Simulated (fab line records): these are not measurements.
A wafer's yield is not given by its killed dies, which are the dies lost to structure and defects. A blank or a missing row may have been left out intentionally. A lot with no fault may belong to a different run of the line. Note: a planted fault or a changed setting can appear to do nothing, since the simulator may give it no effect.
The tool behind it: which one? / flow sky130 / 13 lots, 38 wafers sampled, at 4 steps of a route of 708

## WHAT THE GAUGES READ, wafer by wafer
SKY_PAD_OPEN_BOW_MEAS_13.
lot=L334; measured=day 45 21:39; on=film-metro-04; PAD_OPEN_BOW (um)=45 48 43
lot=L336; measured=day 46 17:09; on=film-metro-03; PAD_OPEN_BOW (um)=44 30 42
lot=L337; measured=day 46 18:43; on=film-metro-03; PAD_OPEN_BOW (um)=63 56 66
lot=L341; measured=day 48 07:59; on=film-metro-03; PAD_OPEN_BOW (um)=48
lot=L345; measured=day 49 05:57; on=film-metro-04; PAD_OPEN_BOW (um)=54 47 53
lot=L346; measured=day 49 09:12; on=film-metro-04; PAD_OPEN_BOW (um)=45 46 45
lot=L347; measured=day 49 11:40; on=film-metro-04; PAD_OPEN_BOW (um)=39 49 43
lot=L348; measured=day 49 16:31; on=film-metro-03; PAD_OPEN_BOW (um)=53 47 55
lot=L351; measured=day 49 23:12; on=film-metro-04; PAD_OPEN_BOW (um)=54 54 46
lot=L352; measured=day 50 08:01; on=film-metro-04; PAD_OPEN_BOW (um)=67 49 48
lot=L353; measured=day 50 09:26; on=film-metro-04; PAD_OPEN_BOW (um)=49 52 61
lot=L354; measured=day 50 13:23; on=film-metro-04; PAD_OPEN_BOW (um)=56 54 55
lot=L356; measured=day 50 21:16; on=film-metro-03; PAD_OPEN_BOW (um)=50 36 41

## EACH LOT AND THE TOOL THAT RAN IT (in order: tool; ch and the chambers of the sampled wafers; start)
lot=L334; SKY_POLY_CUT_ETCH_11=rie-diel-02 ch 0,2,3, day 24 12:38; SKY_PASSIVATION_CVD_00=pecvd-01 ch 1,2, day 43 23:40; SKY_PASSIVATION_STRIP_12=plasma-asher-03 ch 0,1, day 44 22:06
lot=L336; SKY_POLY_CUT_ETCH_11=rie-diel-03 ch 0,1,3, day 25 16:04; SKY_PASSIVATION_CVD_00=pecvd-01 ch 0,1,2, day 44 21:16; SKY_PASSIVATION_STRIP_12=plasma-asher-04 ch 0,1, day 45 18:27
lot=L337; SKY_POLY_CUT_ETCH_11=rie-diel-01 ch 0,2,3, day 25 17:55; SKY_PASSIVATION_CVD_00=pecvd-02 ch 0,2, day 44 22:46; SKY_PASSIVATION_STRIP_12=plasma-asher-04 ch 0,1, day 45 20:14
lot=L341; SKY_POLY_CUT_ETCH_11=rie-diel-03 ch 1,2, day 27 22:34; SKY_PASSIVATION_CVD_00=pecvd-01 ch 0, day 46 14:16; SKY_PASSIVATION_STRIP_12=plasma-asher-02 ch 1, day 47 10:30
lot=L345; SKY_POLY_CUT_ETCH_11=rie-diel-02 ch 0,1,2, day 29 08:13; SKY_PASSIVATION_CVD_00=pecvd-02 ch 0,1,2, day 47 14:08; SKY_PASSIVATION_STRIP_12=plasma-asher-02 ch 1, day 48 10:00
lot=L346; SKY_POLY_CUT_ETCH_11=rie-diel-01 ch 1,2, day 29 10:16; SKY_PASSIVATION_CVD_00=pecvd-04 ch 0,1,2, day 47 17:02; SKY_PASSIVATION_STRIP_12=plasma-asher-02 ch 0,1, day 48 12:59
lot=L347; SKY_POLY_CUT_ETCH_11=rie-diel-02 ch 2,3, day 29 12:55; SKY_PASSIVATION_CVD_00=pecvd-01 ch 1,2, day 47 19:56; SKY_PASSIVATION_STRIP_12=plasma-asher-03 ch 0,1, day 48 15:23
lot=L348; SKY_POLY_CUT_ETCH_11=rie-diel-02 ch 0,2, day 29 23:16; SKY_PASSIVATION_CVD_00=pecvd-04 ch 1,2, day 48 00:49; SKY_PASSIVATION_STRIP_12=plasma-asher-03 ch 1, day 48 19:45
lot=L351; SKY_POLY_CUT_ETCH_11=rie-diel-01 ch 0,3, day 30 06:52; SKY_PASSIVATION_CVD_00=pecvd-02 ch 0,2, day 48 09:03; SKY_PASSIVATION_STRIP_12=plasma-asher-02 ch 0,1, day 49 03:29
lot=L352; SKY_POLY_CUT_ETCH_11=rie-diel-03 ch 0,1,2, day 30 22:49; SKY_PASSIVATION_CVD_00=pecvd-02 ch 0,1,2, day 48 18:46; SKY_PASSIVATION_STRIP_12=plasma-asher-03 ch 0,1, day 49 12:57
lot=L353; SKY_POLY_CUT_ETCH_11=rie-diel-03 ch 0,1,3, day 31 00:29; SKY_PASSIVATION_CVD_00=pecvd-04 ch 0,2, day 48 19:17; SKY_PASSIVATION_STRIP_12=plasma-asher-02 ch 0,1, day 49 13:46
lot=L354; SKY_POLY_CUT_ETCH_11=rie-diel-01 ch 0,2,3, day 31 08:55; SKY_PASSIVATION_CVD_00=pecvd-04 ch 0,2, day 49 00:09; SKY_PASSIVATION_STRIP_12=plasma-asher-02 ch 0,1, day 49 18:24
lot=L356; SKY_POLY_CUT_ETCH_11=rie-diel-03 ch 0,2,3, day 31 21:55; SKY_PASSIVATION_CVD_00=pecvd-02 ch 0,2, day 49 09:19; SKY_PASSIVATION_STRIP_12=plasma-asher-04 ch 0,1, day 50 03:00
- SKY_POLY_CUT_ETCH_11: etches Si3N4 in CF4/CH2F2/Ar, stops on poly-Si, time 42.5 s, target depth 60 nm.
- SKY_PASSIVATION_CVD_00: deposits SiO2, target thk 90 nm.
- SKY_PASSIVATION_STRIP_12: strips in O2/N2.

## WHAT THE TOOLS THEMSELVES READ (means of the sampled wafers that have a number; where no wafer has one, the mark that the record gives instead)
SKY_POLY_CUT_ETCH_11.
lot=L334; tool=rie-diel-02; drypump-motor-current-A (A)=5.2; oes-product-au (a.u.)=0.837; throttle-valve-pct (%)=14.996
lot=L336; tool=rie-diel-03; drypump-motor-current-A (A)=5.5; oes-product-au (a.u.)=0.830; throttle-valve-pct (%)=14.998
lot=L337; tool=rie-diel-01; drypump-motor-current-A (A)=5.8; oes-product-au (a.u.)=0.834; throttle-valve-pct (%)=15.000
lot=L341; tool=rie-diel-03; drypump-motor-current-A (A)=6.0; oes-product-au (a.u.)=0.817; throttle-valve-pct (%)=14.996
lot=L345; tool=rie-diel-02; drypump-motor-current-A (A)=5.7; oes-product-au (a.u.)=0.830; throttle-valve-pct (%)=14.998
lot=L346; tool=rie-diel-01; drypump-motor-current-A (A)=5.6; oes-product-au (a.u.)=0.832; throttle-valve-pct (%)=14.990
lot=L347; tool=rie-diel-02; drypump-motor-current-A (A)=5.1; oes-product-au (a.u.)=0.834; throttle-valve-pct (%)=14.986
lot=L348; tool=rie-diel-02; drypump-motor-current-A (A)=5.5; oes-product-au (a.u.)=0.837; throttle-valve-pct (%)=14.996
lot=L351; tool=rie-diel-01; drypump-motor-current-A (A)=6.0; oes-product-au (a.u.)=0.834; throttle-valve-pct (%)=14.988
lot=L352; tool=rie-diel-03; drypump-motor-current-A (A)=5.7; oes-product-au (a.u.)=0.830; throttle-valve-pct (%)=14.991
lot=L353; tool=rie-diel-03; drypump-motor-current-A (A)=5.5; oes-product-au (a.u.)=0.831; throttle-valve-pct (%)=15.002
lot=L354; tool=rie-diel-01; drypump-motor-current-A (A)=5.8; oes-product-au (a.u.)=0.831; throttle-valve-pct (%)=14.992
lot=L356; tool=rie-diel-03; drypump-motor-current-A (A)=5.5; oes-product-au (a.u.)=0.829; throttle-valve-pct (%)=14.998

SKY_PASSIVATION_CVD_00.
lot=L334; tool=pecvd-01; heater-power-w (W)=796
lot=L336; tool=pecvd-01; heater-power-w (W)=725
lot=L337; tool=pecvd-02; heater-power-w (W)=690
lot=L341; tool=pecvd-01; heater-power-w (W)=717
lot=L345; tool=pecvd-02; heater-power-w (W)=620
lot=L346; tool=pecvd-04; heater-power-w (W)=674
lot=L347; tool=pecvd-01; heater-power-w (W)=753
lot=L348; tool=pecvd-04; heater-power-w (W)=702
lot=L351; tool=pecvd-02; heater-power-w (W)=694
lot=L352; tool=pecvd-02; heater-power-w (W)=606
lot=L353; tool=pecvd-04; heater-power-w (W)=762
lot=L354; tool=pecvd-04; heater-power-w (W)=716
lot=L356; tool=pecvd-02; heater-power-w (W)=552

SKY_PASSIVATION_STRIP_12.
lot=L334; tool=plasma-asher-03; drypump-motor-current-A (A)=5.3; oes-product-au (a.u.)=0.663; strip-time-to-endpoint-s (s)=31.54
lot=L336; tool=plasma-asher-04; drypump-motor-current-A (A)=4.8; oes-product-au (a.u.)=0.662; strip-time-to-endpoint-s (s)=31.56
lot=L337; tool=plasma-asher-04; drypump-motor-current-A (A)=4.9; oes-product-au (a.u.)=0.660; strip-time-to-endpoint-s (s)=31.33
lot=L341; tool=plasma-asher-02; drypump-motor-current-A (A)=6.2; oes-product-au (a.u.)=0.661; strip-time-to-endpoint-s (s)=31.27
lot=L345; tool=plasma-asher-02; drypump-motor-current-A (A)=6.2; oes-product-au (a.u.)=0.663; strip-time-to-endpoint-s (s)=31.55
lot=L346; tool=plasma-asher-02; drypump-motor-current-A (A)=6.1; oes-product-au (a.u.)=0.660; strip-time-to-endpoint-s (s)=31.51
lot=L347; tool=plasma-asher-03; drypump-motor-current-A (A)=5.7; oes-product-au (a.u.)=0.661; strip-time-to-endpoint-s (s)=31.53
lot=L348; tool=plasma-asher-03; drypump-motor-current-A (A)=5.0; oes-product-au (a.u.)=0.658; strip-time-to-endpoint-s (s)=31.54
lot=L351; tool=plasma-asher-02; drypump-motor-current-A (A)=6.1; oes-product-au (a.u.)=0.662; strip-time-to-endpoint-s (s)=31.51
lot=L352; tool=plasma-asher-03; drypump-motor-current-A (A)=5.4; oes-product-au (a.u.)=0.653; strip-time-to-endpoint-s (s)=31.47
lot=L353; tool=plasma-asher-02; drypump-motor-current-A (A)=5.9; oes-product-au (a.u.)=0.666; strip-time-to-endpoint-s (s)=31.58
lot=L354; tool=plasma-asher-02; drypump-motor-current-A (A)=6.1; oes-product-au (a.u.)=0.658; strip-time-to-endpoint-s (s)=31.36
lot=L356; tool=plasma-asher-04; drypump-motor-current-A (A)=4.8; oes-product-au (a.u.)=0.658; strip-time-to-endpoint-s (s)=31.51

## THE ANSWER, worked out from the rows above alone
Rule: usual is defined by the lots themselves. The widest of any qualifying gaps counts: lots, ordered by their means at a reading, are off when they make up no more than a third of the lots, leave a main group of 4 or more, and stand apart from it by 3 or more times the standard deviation of that group's means. The tables above print the reading to a certain number of digits; a main group whose means all agree to those digits is not used. A lot without any number at a reading at which 4 lots or more have one is off too. Where the step has rows for the other lots, those lots are counted as sound. After the gauges, taken in route order, come the tools' own readings; for these a lot's mean is taken, as printed above. The first step at which some lot is off is used, and at that step the reading that is off furthest; a lot without a number counts as furthest.
Off: L341, at SKY_POLY_CUT_ETCH_11 (oes-product-au). Mean 0.832 a.u. and standard deviation 0.0026 in the main group.
If a tool, at that step or one of the process steps before it, ran each lot that is off and ran no sound lot following the first of them, it fits. Not one of the candidates tried fits.

## WHAT WAS PUT IN BY THE SIMULATOR
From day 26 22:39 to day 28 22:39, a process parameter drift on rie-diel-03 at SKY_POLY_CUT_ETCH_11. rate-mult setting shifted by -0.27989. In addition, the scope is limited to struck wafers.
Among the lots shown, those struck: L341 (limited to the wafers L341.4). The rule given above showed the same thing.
